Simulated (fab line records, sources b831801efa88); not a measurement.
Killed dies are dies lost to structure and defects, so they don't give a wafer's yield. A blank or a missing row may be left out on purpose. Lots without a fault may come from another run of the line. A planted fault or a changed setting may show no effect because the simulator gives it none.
fab line records | flow sky130
record lots=24 wafers=72 last_day=51
route steps=708 shown RES_PROTECT@215 LI_CONTACT@382 VIA2@527 METAL3@566 METAL5@676
lots that met no fault: from a run of the same line without faults
start_h: hours from the record's first day to the start of the lot's first wafer shown | wait_h: hours since the lot's step before | " the same as in the row above | L1.1+2: a row that stands for several wafers | - no value, or no start given | * or withheld: withheld | < > ~ a bound
route shown NAME@n: a module of which the file shows steps, and the number in the route of the first | usual: mean/standard deviation of fault-free wafers | same: alike in all rows | chamber/n: place in a boat | sites: the reading at each site | _std_site: their standard deviation | _edge_site: outer sites' mean less inner sites' | radius_mm: how far each site lies from the wafer's centre | mask NAME#n: copy n | behind: the tool/chamber that last shaped the wafer | hold: why the lot was held/for how many hours/how that ended | device: the transistor (n, p or np) that didn't switch | end of line: the same wafers' tests at the end of the route | a step without rows: its recipe alone | killed: dies lost to structure and defects at the first sort, not the wafer's yield | map: a wafer's dies, x killed, . not, _ none there
set.NAME: the setting as run; set.NAME@STEP: as run at that earlier step | model.NAME: the simulator's own value behind a step, which no gauge read
steps of the route over a sample of lots; a table a step, a row a wafer
services: from which hour (start_h, from the record's first day; less than 0 if before it) a tool's chamber was out of use, for how many hours, and why
## steps
# step SKY_RES_PROTECT_TW_MEAS_08
# usual POLY_GATE_TW=4023/55
# columns lot.wafer tool chamber start_h wait_h POLY_GATE_TW
L074.3 film_metro-02 - 344.54 0.1 4090
L074.4 " - " " 4099
L074.5 " - " " 4124
L076.2 film_metro-01 - 364.15 0.1 3944
L076.3 " - " " 3950
L076.5 " - " " 3940
L075.2 film_metro-01 - 364.85 0.1 3958
L075.3 " - " " 3953
L075.5 " - " " 3944
L077.2 film_metro-02 - 376.20 0.1 4050
L077.5 " - " " 4069
L077.6 " - " " 4081
L078.2 film_metro-02 - 379.88 0.1 4079
L078.3 " - " " 4080
L078.4 " - " " 4085
L080.1 film_metro-01 - 386.07 0.1 3953
L080.2 " - " " 3962
L080.6 " - " " 3957
L079.1 film_metro-04 - 386.59 0.1 3995
L079.2 " - " " 3991
L079.4 " - " " 3988
L081.3 film_metro-04 - 404.26 0.1 3983
L081.5 " - " " 3976
L081.6 " - " " 3995
L083.2 film_metro-01 - 419.33 0.1 3984
L083.5 " - " " 3991
L083.6 " - " " 3999
L082.4 film_metro-02 - 419.92 0.1 4054
L082.5 " - " " 4041
L082.6 " - " " 4038
L084.2 film_metro-02 - 429.25 0.1 4055
L084.3 " - " " 4033
L084.6 " - " " 4039
L085.2 film_metro-02 - 447.78 0.1 4117
L085.3 " - " " 4100
L085.5 " - " " 4126
L086.1 film_metro-01 - 447.94 0.1 3949
L086.2 " - " " 3981
L086.5 " - " " 3984
L087.3 film_metro-02 - 458.19 0.1 4053
L087.4 " - " " 4050
L087.6 " - " " 4082
L088.2 film_metro-02 - 471.83 0.1 4054
L088.3 " - " " 4075
L088.5 " - " " 4055
L089.1 film_metro-04 - 482.79 0.1 3976
L089.2 " - " " 3962
L089.3 " - " " 3987
L090.3 film_metro-02 - 490.11 0.1 4100
L090.4 " - " " 4084
L090.6 " - " " 4096
L091.3 film_metro-02 - 490.24 0.1 4096
L091.4 " - " " 4111
L091.5 " - " " 4083
L092.2 film_metro-01 - 501.05 0.1 3975
L092.4 " - " " 3990
L092.6 " - " " 4001
L093.3 film_metro-02 - 510.69 0.1 4116
L093.5 " - " " 4102
L093.6 " - " " 4098
L094.3 film_metro-04 - 511.06 0.1 3998
L094.4 " - " " 4011
L094.5 " - " " 3999
L096.1 film_metro-04 - 567.12 0.1 3992
L096.3 " - " " 3988
L096.6 " - " " 3974
L097.1 film_metro-01 - 568.14 0.1 3954
L097.2 " - " " 3965
L097.6 " - " " 3984
L095.2 film_metro-04 - 570.03 0.1 3984
L095.3 " - " " 3977
L095.4 " - " " 4013
# step SKY_LI_CONTACT_SPUTTER_20
# recipe material=TiN target_thk_nm=20 chamber_pressure_pa=5 power_w=4000 time_s=80
# usual throttle_valve_pct=30.0/0.75
# columns lot.wafer tool chamber start_h wait_h throttle_valve_pct
L074.3 pvd_sputter-01 - 680.34 0.0 29.7
L074.4 " - " " 30.3
L074.5 " - " " 30.0
L076.2 pvd_sputter-01 - 708.34 0.0 30.0
L076.3 " - " " 29.7
L076.5 " - " " 29.5
L075.2 pvd_sputter-03 - 708.99 0.0 30.3
L075.3 " - " " 29.4
L075.5 " - " " 29.2
L078.2 pvd_sputter-04 - 715.59 0.0 28.9
L078.3 " - " " 29.7
L078.4 " - " " 30.0
L077.2 pvd_sputter-01 - 715.84 0.0 30.1
L077.5 " - " " 29.7
L077.6 " - " " 29.9
L079.1 pvd_sputter-01 - 722.61 0.0 29.8
L079.2 " - " " 29.8
L079.4 " - " " 30.2
L080.1 pvd_sputter-03 - 723.14 0.0 30.2
L080.2 " - " " 29.7
L080.6 " - " " 29.0
L081.3 pvd_sputter-03 - 741.49 0.0 30.4
L081.5 " - " " 29.4
L081.6 " - " " 30.0
L083.2 pvd_sputter-01 - 753.99 0.0 30.3
L083.5 " - " " 29.7
L083.6 " - " " 31.9
L082.4 pvd_sputter-01 - 755.45 0.0 32.2
L082.5 " - " " 29.7
L082.6 " - " " 31.9
L084.2 pvd_sputter-04 - 760.29 0.0 29.0
L084.3 " - " " 30.2
L084.6 " - " " 29.6
L085.2 pvd_sputter-04 - 778.79 0.0 30.2
L085.3 " - " " 30.6
L085.5 " - " " 28.9
L086.1 pvd_sputter-04 - 781.06 0.0 28.9
L086.2 " - " " 30.4
L086.5 " - " " 29.8
L087.3 pvd_sputter-01 - 784.46 0.0 29.9
L087.4 " - " " 30.3
L087.6 " - " " 30.6
L088.2 pvd_sputter-04 - 798.79 0.0 29.5
L088.3 " - " " 28.9
L088.5 " - " " 28.9
L089.1 pvd_sputter-03 - 810.19 0.0 29.3
L089.2 " - " " 29.2
L089.3 " - " " 30.3
L090.3 pvd_sputter-01 - 811.74 0.0 29.8
L090.4 " - " " 32.0
L090.6 " - " " 30.0
L091.3 pvd_sputter-01 - 813.99 0.0 30.2
L091.4 " - " " 30.0
L091.5 " - " " 29.5
L092.2 pvd_sputter-01 - 824.49 0.0 32.0
L092.4 " - " " 29.8
L092.6 " - " " 29.7
L094.3 pvd_sputter-01 - 834.84 0.0 30.1
L094.4 " - " " 29.7
L094.5 " - " " 30.1
L093.3 pvd_sputter-04 - 835.08 0.0 30.6
L093.5 " - " " 28.9
L093.6 " - " " 30.3
L096.1 pvd_sputter-03 - 881.05 0.0 30.1
L096.3 " - " " 29.3
L096.6 " - " " 29.3
L097.1 pvd_sputter-04 - 882.19 0.0 28.9
L097.2 " - " " 29.6
L097.6 " - " " 29.0
L095.2 pvd_sputter-04 - 884.99 0.0 30.3
L095.3 " - " " 29.9
L095.4 " - " " 29.0
# step SKY_LI_CONTACT_CVD_21
# recipe material=W target_thk_nm=400 time_s=120.56 temp_c=400 pressure_torr=40
# usual heater_power_w=948/100
# columns lot.wafer tool chamber start_h wait_h heater_power_w since_wet_clean_h
L074.3 cvd_w-02 0 680.44 0.1 884 -
L074.4 " 1 " " 1061 -
L074.5 " 1 " " 1065 -
L076.2 cvd_w-02 1 708.40 0.0 1069 304
L076.3 " 1 " " 1061 -
L076.5 " 1 " " 1070 -
L075.2 cvd_w-01 1 709.05 0.0 837 805
L075.3 " 1 " " 809 -
L075.5 " 1 " " 829 -
L078.2 cvd_w-01 0 715.65 0.0 1009 812
L078.3 " 0 " " 1005 -
L078.4 " 1 " " 824 -
L077.2 cvd_w-02 0 715.90 0.0 893 312
L077.5 " 1 " " 1079 -
L077.6 " 0 " " 907 -
L079.1 cvd_w-01 1 722.67 0.0 822 819
L079.2 " 0 " " 1019 819
L079.4 " 0 " " 983 -
L080.1 cvd_w-02 0 723.20 0.0 888 319
L080.2 " 1 " " 1085 319
L080.6 " 0 " " 886 -
L081.3 cvd_w-01 1 741.59 0.1 802 -
L081.5 " 1 " " 827 -
L081.6 " 0 " " 1030 -
L083.2 cvd_w-02 1 754.05 0.0 1073 350
L083.5 " 1 " " 1092 -
L083.6 " 0 " " 890 -
L082.4 cvd_w-02 1 755.56 0.1 1051 -
L082.5 " 0 " " 858 -
L082.6 " 1 " " 1096 -
L084.2 cvd_w-01 0 760.35 0.0 1010 856
L084.3 " 1 " " 815 -
L084.6 " 0 " " 1000 -
L085.2 cvd_w-02 0 778.85 0.0 892 375
L085.3 " 0 " " 869 -
L085.5 " 0 " " 882 -
L086.1 cvd_w-02 0 781.12 0.0 883 377
L086.2 " 1 " " 1050 377
L086.5 " 1 " " 1091 -
L087.3 cvd_w-01 0 784.56 0.1 1012 -
L087.4 " 1 " " 814 -
L087.6 " 1 " " 838 -
L088.2 cvd_w-01 0 798.85 0.0 1013 895
L088.3 " 1 " " 826 -
L088.5 " 1 " " 826 -
L089.1 cvd_w-02 1 810.25 0.0 1078 406
L089.2 " 0 " " 903 406
L089.3 " 0 " " 892 -
L090.3 cvd_w-01 1 811.84 0.1 788 -
L090.4 " 0 " " 1041 -
L090.6 " 0 " " 1017 -
L091.3 cvd_w-02 0 814.10 0.1 903 -
L091.4 " 1 " " 1059 -
L091.5 " 1 " " 1097 -
L092.2 cvd_w-01 1 824.55 0.0 825 921
L092.4 " 0 " " 1045 -
L092.6 " 0 " " 993 -
L094.3 cvd_w-01 0 834.95 0.1 1009 -
L094.4 " 1 " " 812 -
L094.5 " 0 " " 1016 -
L093.3 cvd_w-02 0 835.18 0.1 885 -
L093.5 " 0 " " 877 -
L093.6 " 1 " " 1078 -
L096.1 cvd_w-02 1 881.12 0.0 1081 477
L096.3 " 0 " " 889 -
L096.6 " 1 " " 1054 -
L097.1 cvd_w-01 1 882.25 0.0 824 978
L097.2 " 0 " " 1012 978
L097.6 " 1 " " 817 -
L095.2 cvd_w-01 1 885.05 0.0 813 981
L095.3 " 0 " " 1026 -
L095.4 " 1 " " 850 -
# step SKY_VIA2_SPUTTER_20
# recipe material=TiN target_thk_nm=20 chamber_pressure_pa=5 power_w=4000 time_s=80
# usual throttle_valve_pct=29.8/1
# columns lot.wafer tool chamber start_h wait_h throttle_valve_pct
L074.3 pvd_sputter-01 - 851.82 0.0 30.1
L074.4 " - " " 30.0
L074.5 " - " " 30.0
L076.2 pvd_sputter-03 - 877.24 0.0 29.7
L076.3 " - " " 29.2
L076.5 " - " " 29.6
L075.2 pvd_sputter-01 - 878.64 0.0 30.4
L075.3 " - " " 29.7
L075.5 " - " " 30.2
L078.2 pvd_sputter-01 - 883.74 0.0 29.7
L078.3 " - " " 31.9
L078.4 " - " " 30.3
L077.2 pvd_sputter-01 - 884.59 0.0 31.8
L077.5 " - " " 30.1
L077.6 " - " " 29.9
L079.1 pvd_sputter-01 - 891.13 0.0 29.8
L079.2 " - " " 32.1
L079.4 " - " " 30.4
L080.1 pvd_sputter-03 - 891.87 0.0 29.1
L080.2 " - " " 30.1
L080.6 " - " " 29.4
L081.3 pvd_sputter-01 - 907.90 0.0 32.0
L081.5 " - " " 29.8
L081.6 " - " " 30.1
L083.2 pvd_sputter-01 - 920.60 0.0 30.1
L083.5 " - " " 32.0
L083.6 " - " " 29.9
L082.4 pvd_sputter-03 - 921.26 0.0 30.0
L082.5 " - " " 29.5
L082.6 " - " " 29.5
L084.2 pvd_sputter-01 - 925.84 0.0 30.4
L084.3 " - " " 29.9
L084.6 " - " " 30.2
L085.2 pvd_sputter-01 - 943.65 0.0 29.8
L085.3 " - " " 29.9
L085.5 " - " " 30.2
L086.1 pvd_sputter-01 - 946.25 0.0 29.7
L086.2 " - " " 29.7
L086.5 " - " " 31.9
L087.3 pvd_sputter-03 - 948.99 0.0 29.3
L087.4 " - " " 29.9
L087.6 " - " " 29.5
L088.2 pvd_sputter-02 - 961.94 0.0 29.3
L088.3 " - " " 26.9
L088.5 " - " " 29.7
L089.1 pvd_sputter-02 - 972.21 0.0 27.1
L089.2 " - " " 30.0
L089.3 " - " " 29.2
L090.3 pvd_sputter-03 - 974.44 0.0 29.8
L090.4 " - " " 29.4
L090.6 " - " " 29.8
L091.3 pvd_sputter-02 - 975.35 0.0 29.3
L091.4 " - " " 29.9
L091.5 " - " " 29.7
L092.2 pvd_sputter-02 - 985.36 0.0 30.0
L092.4 " - " " 27.2
L092.6 " - " " 29.2
L094.3 pvd_sputter-03 - 993.67 0.0 29.4
L094.4 " - " " 29.9
L094.5 " - " " 29.4
L093.3 pvd_sputter-01 - 995.46 0.0 30.3
L093.5 " - " " 30.3
L093.6 " - " " 29.6
L096.1 pvd_sputter-02 - 1035.02 0.0 29.3
L096.3 " - " " 30.0
L096.6 " - " " 29.4
L097.1 pvd_sputter-01 - 1036.79 0.0 32.0
L097.2 " - " " 29.8
L097.6 " - " " 29.9
L095.2 pvd_sputter-02 - 1039.52 0.0 29.7
L095.3 " - " " 29.4
L095.4 " - " " 27.1
# step SKY_METAL3_ETCH_16
# recipe chemistry=N2/H2 target=BARC ion_energy_ev=200 bias_w=100 pressure_mtorr=30 n2_flow_sccm=100 h2_flow_sccm=200 icp_w=500 stop_on=SiO2 time_s=88.2 target_depth_a=600
# usual drypump_motor_current_A=5.8/0.33 h2_flow_sccm=200.0/0.67 he_backside_leak_sccm=3.3/0.3 oes_product_au=0.626/0.0049 throttle_valve_pct=13.205/0.0091
# columns lot.wafer tool chamber start_h wait_h drypump_motor_current_A h2_flow_sccm he_backside_leak_sccm oes_product_au rf_hours_counter_h throttle_valve_pct
L074.3 rie_metal-01 1 904.63 0.1 5.8 200.3 3.2 0.624 - 13.215
L074.4 " 0 " " 6.1 200.6 3.1 0.628 - 13.200
L074.5 " 0 " " 6.1 201.1 3.1 0.626 - 13.218
L076.2 rie_metal-01 1 929.27 0.0 5.8 198.3 3.2 0.628 13 13.211
L076.3 " 1 " " 5.8 199.1 3.1 0.620 - 13.223
L076.5 " 0 " " 6.1 200.7 3.0 0.632 - 13.219
L075.2 rie_metal-01 1 932.12 0.0 5.8 199.6 3.4 0.620 14 13.221
L075.3 " 0 " " 6.1 199.5 3.2 0.628 - 13.206
L075.5 " 1 " " 5.8 198.8 3.4 0.627 - 13.196
L078.2 rie_metal-02 1 936.08 0.0 5.4 200.6 3.2 0.624 10 13.221
L078.3 " 0 " " 6.2 201.4 3.3 0.626 - 13.192
L078.4 " 1 " " 5.4 200.4 3.2 0.629 - 13.221
L077.2 rie_metal-01 0 936.72 0.0 6.1 200.1 3.0 0.627 6 13.206
L077.5 " 1 " " 5.8 200.0 3.2 0.629 - 13.189
L077.6 " 0 " " 6.1 200.2 3.0 0.621 - 13.207
L079.1 rie_metal-01 1 943.43 0.0 5.8 199.3 3.3 0.627 14 13.199
L079.2 " 0 " " 6.1 199.5 3.1 0.632 6 13.210
L079.4 " 1 " " 5.8 199.7 3.3 0.616 - 13.201
L080.1 rie_metal-02 1 944.12 0.0 5.4 200.8 3.3 0.620 10 13.199
L080.2 " 0 " " 6.2 200.0 3.3 0.633 6 13.203
L080.6 " 0 " " 6.2 200.1 3.3 0.626 - 13.194
L081.3 rie_metal-01 0 959.01 0.0 6.1 200.0 3.0 0.632 - 13.191
L081.5 " 0 " " 6.1 198.9 3.1 0.626 - 13.212
L081.6 " 1 " " 5.8 199.1 3.4 0.625 - 13.211
L083.2 rie_metal-04 1 971.62 0.0 5.3 200.4 3.3 0.626 16 13.202
L083.5 " 0 " " 6.1 199.7 3.4 0.624 - 13.191
L083.6 " 1 " " 5.3 200.0 3.5 0.617 - 13.197
L082.4 rie_metal-01 0 972.01 0.0 6.1 200.5 3.3 0.619 - 13.206
L082.5 " 1 " " 5.8 199.7 3.0 0.630 - 13.199
L082.6 " 0 " " 6.1 200.2 3.2 0.623 - 13.203
L084.2 rie_metal-04 0 977.02 0.0 6.2 199.3 3.5 0.625 8 13.212
L084.3 " 1 " " 5.3 199.3 3.4 0.631 - 13.210
L084.6 " 0 " " 6.1 199.3 3.5 0.623 - 13.185
L085.2 rie_metal-04 1 992.98 0.0 5.3 201.0 3.4 0.619 16 13.199
L085.3 " 0 " " 6.1 200.0 3.5 0.629 - 13.193
L085.5 " 1 " " 5.3 200.3 3.3 0.622 - 13.222
L086.1 rie_metal-02 0 995.53 0.0 6.2 200.9 3.0 0.627 9 13.183
L086.2 " 1 " " 5.4 199.1 3.4 0.629 13 13.215
L086.5 " 1 " " 5.4 198.5 3.5 0.628 - 13.214
L087.3 rie_metal-04 1 997.26 0.0 5.3 200.5 3.5 0.622 - 13.199
L087.4 " 0 " " 6.1 199.8 3.4 0.627 - 13.204
L087.6 " 1 " " 5.3 200.7 3.6 0.612 - 13.206
L088.2 rie_metal-01 1 1010.53 0.0 5.8 199.7 3.2 0.620 18 13.197
L088.3 " 0 " " 6.1 199.6 3.2 0.627 - 13.204
L088.5 " 1 " " 5.8 199.7 3.2 0.626 - 13.200
L089.1 rie_metal-01 0 1020.58 0.0 6.1 200.3 3.1 0.632 10 13.221
L089.2 " 1 " " 5.8 199.2 3.0 0.627 19 13.219
L089.3 " 0 " " 6.1 200.3 3.1 0.621 - 13.190
L090.3 rie_metal-01 0 1022.71 0.0 6.1 199.3 3.2 0.627 - 13.205
L090.4 " 1 " " 5.8 199.9 3.3 0.625 - 13.201
L090.6 " 1 " " 5.8 200.1 3.1 0.622 - 13.219
L091.3 rie_metal-02 0 1023.41 0.0 6.2 201.1 4.8 0.630 - 13.208
L091.4 " 1 " " 5.4 200.8 3.6 0.623 - 13.204
L091.5 " 1 " " 5.4 200.1 3.4 0.623 - 13.203
L092.2 rie_metal-01 1 1032.58 0.0 5.8 199.4 3.1 0.627 20 13.204
L092.4 " 0 " " 6.1 199.3 3.1 0.633 - 13.212
L092.6 " 0 " " 6.1 198.7 3.1 0.620 - 13.212
L094.3 rie_metal-02 0 1042.11 0.0 6.2 199.5 3.3 0.617 - 13.220
L094.4 " 1 " " 5.4 199.1 3.5 0.626 - 13.210
L094.5 " 1 " " 5.4 199.9 3.4 0.621 - 13.196
L093.3 rie_metal-04 1 1043.06 0.0 5.3 199.7 3.4 0.626 - 13.204
L093.5 " 1 " " 5.3 200.0 3.4 0.625 - 13.186
L093.6 " 0 " " 6.1 198.8 3.5 0.627 - 13.198
L096.1 rie_metal-04 0 1079.03 0.0 6.1 200.2 3.4 0.622 15 13.209
L096.3 " 0 " " 6.1 200.5 3.4 0.631 - 13.207
L096.6 " 0 " " 6.1 200.9 3.4 0.630 - 13.203
L097.1 rie_metal-02 0 1082.37 0.0 6.2 199.7 3.2 0.630 13 13.212
L097.2 " 1 " " 5.4 199.3 3.4 0.615 18 13.210
L097.6 " 1 " " 5.4 199.8 3.5 0.623 - 13.203
L095.2 rie_metal-04 1 1084.08 0.0 5.3 199.8 3.4 0.630 23 13.216
L095.3 " 1 " " 5.3 200.1 3.5 0.630 - 13.213
L095.4 " 0 " " 6.1 200.4 3.3 0.628 - 13.215
# step SKY_METAL5_METAL_ETCH_15
# recipe target_depth_a=12600 stop_on=SiO2 over_etch_frac=0.2 time_s=252 chemistry=Cl2/BCl3 resist_sidewall_deg=86 pressure_mtorr=10 icp_w=900 bias_w=48.5 Cl2_flow_sccm=60 bcl3_flow_sccm=30
# usual bcl3_flow_sccm=30.00/0.092 drypump_motor_current_A=5.7/0.35 he_backside_leak_sccm=3.4/0.33 mfc_cl2_sccm=60.03/0.2 oes_product_au=0.895/0.0055 throttle_valve_pct=22.264/0.0093
# columns lot.wafer tool chamber start_h wait_h bcl3_flow_sccm drypump_motor_current_A he_backside_leak_sccm mfc_cl2_sccm oes_product_au rf_hours_counter_h throttle_valve_pct
L074.3 rie_metal-02 1 1029.85 0.1 30.15 5.4 3.4 60.27 0.887 - 22.269
L074.4 " 0 " " 29.90 6.2 3.5 59.83 0.893 - 22.265
L074.5 " 0 " " 29.90 6.2 3.5 59.86 0.884 - 22.254
L076.2 rie_metal-03 0 1052.70 0.0 29.86 5.5 3.3 59.97 0.899 3 22.270
L076.3 " 0 " " 30.04 5.5 3.2 59.81 0.898 - 22.254
L076.5 " 1 " " 30.00 5.9 3.6 59.83 0.902 - 22.281
L075.2 rie_metal-03 0 1055.69 0.1 29.94 5.5 3.3 60.03 0.903 - 22.261
L075.3 " 0 " " 30.05 5.5 3.4 59.69 0.905 - 22.259
L075.5 " 0 " " 29.83 5.5 3.3 60.15 0.899 - 22.279
L078.2 rie_metal-03 0 1059.19 0.1 29.98 5.5 3.0 60.02 0.894 - 22.265
L078.3 " 0 " " 30.08 5.5 2.9 60.03 0.891 - 22.269
L078.4 " 0 " " 29.98 5.5 3.1 59.84 0.886 - 22.261
L077.2 rie_metal-04 1 1060.37 0.0 29.98 5.3 3.5 60.21 0.889 21 22.257
L077.5 " 0 " " 30.01 6.1 3.6 60.02 0.892 - 22.272
L077.6 " 1 " " 29.85 5.3 3.4 60.04 0.889 - 22.276
L079.1 rie_metal-04 1 1065.07 0.0 30.16 5.3 3.3 60.11 0.901 21 22.272
L079.2 " 0 " " 30.12 6.1 3.4 59.95 0.902 14 22.263
L079.4 " 0 " " 30.11 6.1 3.4 60.06 0.901 - 22.277
L080.1 rie_metal-03 0 1065.56 0.1 30.00 5.5 3.2 59.84 0.898 6 22.251
L080.2 " 0 " " 30.10 5.5 3.2 60.06 0.888 - 22.261
L080.6 " 0 " " 29.98 5.5 3.1 59.91 0.889 - 22.259
L081.3 rie_metal-04 0 1076.65 0.1 30.14 6.1 6.7 59.98 0.892 - 22.264
L081.5 " 0 " " 30.04 6.1 3.5 60.06 0.894 - 22.268
L081.6 " 1 " " 30.01 5.3 3.4 60.35 0.899 - 22.264
L083.2 rie_metal-02 1 1089.93 0.0 30.08 5.4 4.3 59.83 0.900 19 22.253
L083.5 " 0 " " 29.93 6.2 3.4 59.87 0.899 - 22.270
L083.6 " 1 " " 30.06 5.3 3.6 59.90 0.893 - 22.265
L082.4 rie_metal-04 0 1090.30 0.1 30.05 6.1 3.5 59.79 0.893 - 22.269
L082.5 " 0 " " 30.03 6.1 3.5 59.80 0.898 - 22.258
L082.6 " 1 " " 30.02 5.3 3.4 59.83 0.890 - 22.247
L084.2 rie_metal-04 1 1093.73 0.0 30.01 5.3 3.3 60.11 0.905 24 22.275
L084.3 " 1 " " 30.03 5.3 3.3 59.84 0.891 - 22.275
L084.6 " 1 " " 30.00 5.3 3.3 60.13 0.898 - 22.258
L085.2 rie_metal-03 1 1109.71 0.1 29.98 5.9 3.5 59.68 0.901 - 22.247
L085.3 " 1 " " 29.93 5.9 3.4 59.82 0.894 - 22.269
L085.5 " 1 " " 29.90 5.9 3.4 59.84 0.906 - 22.252
L086.1 rie_metal-04 1 1112.73 0.0 29.98 5.3 3.3 60.05 0.889 26 22.252
L086.2 " 0 " " 29.91 6.1 3.6 60.16 0.885 18 22.268
L086.5 " 1 " " 29.86 5.3 3.5 60.08 0.898 - 22.254
L087.3 rie_metal-03 1 1113.22 0.2 29.97 5.9 3.7 60.44 0.886 - 22.261
L087.4 " 1 " " 29.83 5.8 3.4 60.24 0.898 - 22.266
L087.6 " 1 " " 29.86 5.9 3.5 60.25 0.893 - 22.274
L088.2 rie_metal-03 0 1123.30 0.0 29.95 5.5 3.1 60.31 0.885 10 22.276
L088.3 " 1 " " 29.94 5.9 3.5 60.00 0.885 - 22.268
L088.5 " 1 " " 30.08 5.9 3.6 60.22 0.904 - 22.248
L089.1 rie_metal-03 1 1133.07 0.0 29.88 5.9 3.3 60.54 0.898 23 22.257
L089.2 " 0 " " 30.14 5.5 3.0 60.07 0.898 11 22.256
L089.3 " 0 " " 29.91 5.5 3.3 60.44 0.891 - 22.269
L090.3 rie_metal-02 0 1135.65 0.1 29.98 6.2 3.2 60.20 0.899 - 22.263
L090.4 " 1 " " 29.95 5.4 3.5 60.32 0.887 - 22.266
L090.6 " 1 " " 29.94 5.4 3.5 60.34 0.894 - 22.266
L091.3 rie_metal-03 0 1136.03 0.1 29.93 5.5 2.9 59.77 0.892 - 22.256
L091.4 " 1 " " 30.03 5.8 3.4 60.21 0.913 - 22.258
L091.5 " 1 " " 30.15 5.9 3.5 59.82 0.897 - 22.267
L092.2 rie_metal-02 1 1143.30 0.0 30.00 5.3 3.4 59.87 0.895 22 22.256
L092.4 " 1 " " 30.01 5.4 3.4 60.06 0.891 - 22.258
L092.6 " 1 " " 30.01 5.4 3.4 60.04 0.893 - 22.270
L094.3 rie_metal-02 0 1151.50 0.1 30.02 6.2 3.2 59.96 0.897 - 22.267
L094.4 " 1 " " 30.08 5.3 3.5 60.29 0.890 - 22.250
L094.5 " 1 " " 29.97 5.3 3.4 60.07 0.894 - 22.259
L093.3 rie_metal-04 1 1152.08 0.1 30.02 5.3 3.4 59.75 0.897 - 22.272
L093.5 " 0 " " 29.94 6.1 3.5 60.23 0.885 - 22.265
L093.6 " 1 " " 30.15 5.3 3.5 60.18 0.898 - 22.264
L096.1 rie_metal-02 1 1180.05 0.0 29.96 5.4 3.4 59.79 0.896 25 22.272
L096.3 " 0 " " 29.94 6.2 3.4 59.85 0.890 - 22.279
L096.6 " 1 " " 29.96 5.4 3.5 60.06 0.896 - 22.258
L097.1 rie_metal-04 1 1180.83 0.0 30.03 5.3 3.6 60.27 0.895 33 22.268
L097.2 " 0 " " 30.04 6.1 3.3 59.96 0.901 22 22.252
L097.6 " 0 " " 30.11 6.1 3.5 59.90 0.901 - 22.282
L095.2 rie_metal-02 0 1183.68 0.0 30.10 6.2 3.4 60.11 0.894 22 22.253
L095.3 " 1 " " 29.98 5.3 3.4 59.71 0.897 - 22.264
L095.4 " 0 " " 30.00 6.2 3.3 60.25 0.893 - 22.253
## services
# columns tool chamber start_h hours kind
cvd_w-01 0 660.62 3.0 repair
rie_metal-04 1 684.67 2.8 repair
pvd_sputter-03 - 712.14 4.3 repair
rie_metal-02 - 730.53 1.6 repair
cvd_w-02 - 738.13 6.9 pm
cvd_w-01 - 745.03 14.6 pm
rie_metal-02 - 748.32 1.4 repair
cvd_w-02 - 799.67 2.8 pm
pvd_sputter-01 - 818.93 2.9 repair
rie_metal-02 1 849.39 1.5 repair
cvd_w-02 - 856.38 1.2 repair
cvd_w-01 1 863.11 6.3 repair
cvd_w-01 - 866.41 0.7 repair
pvd_sputter-01 - 874.92 3.5 repair
cvd_w-01 - 904.00 14.0 pm
rie_metal-04 - 984.47 2.8 pm
rie_metal-02 - 988.84 0.4 repair
pvd_sputter-01 - 1059.79 2.6 repair
rie_metal-02 - 1064.44 10.0 pm
rie_metal-04 0 1128.54 18.1 repair
pvd_sputter-01 - 1128.85 6.3 repair
rie_metal-02 - 1140.72 0.6 repair
cvd_w-02 0 1167.24 7.8 repair
rie_metal-02 - 1168.05 2.8 pm
## key
fault none
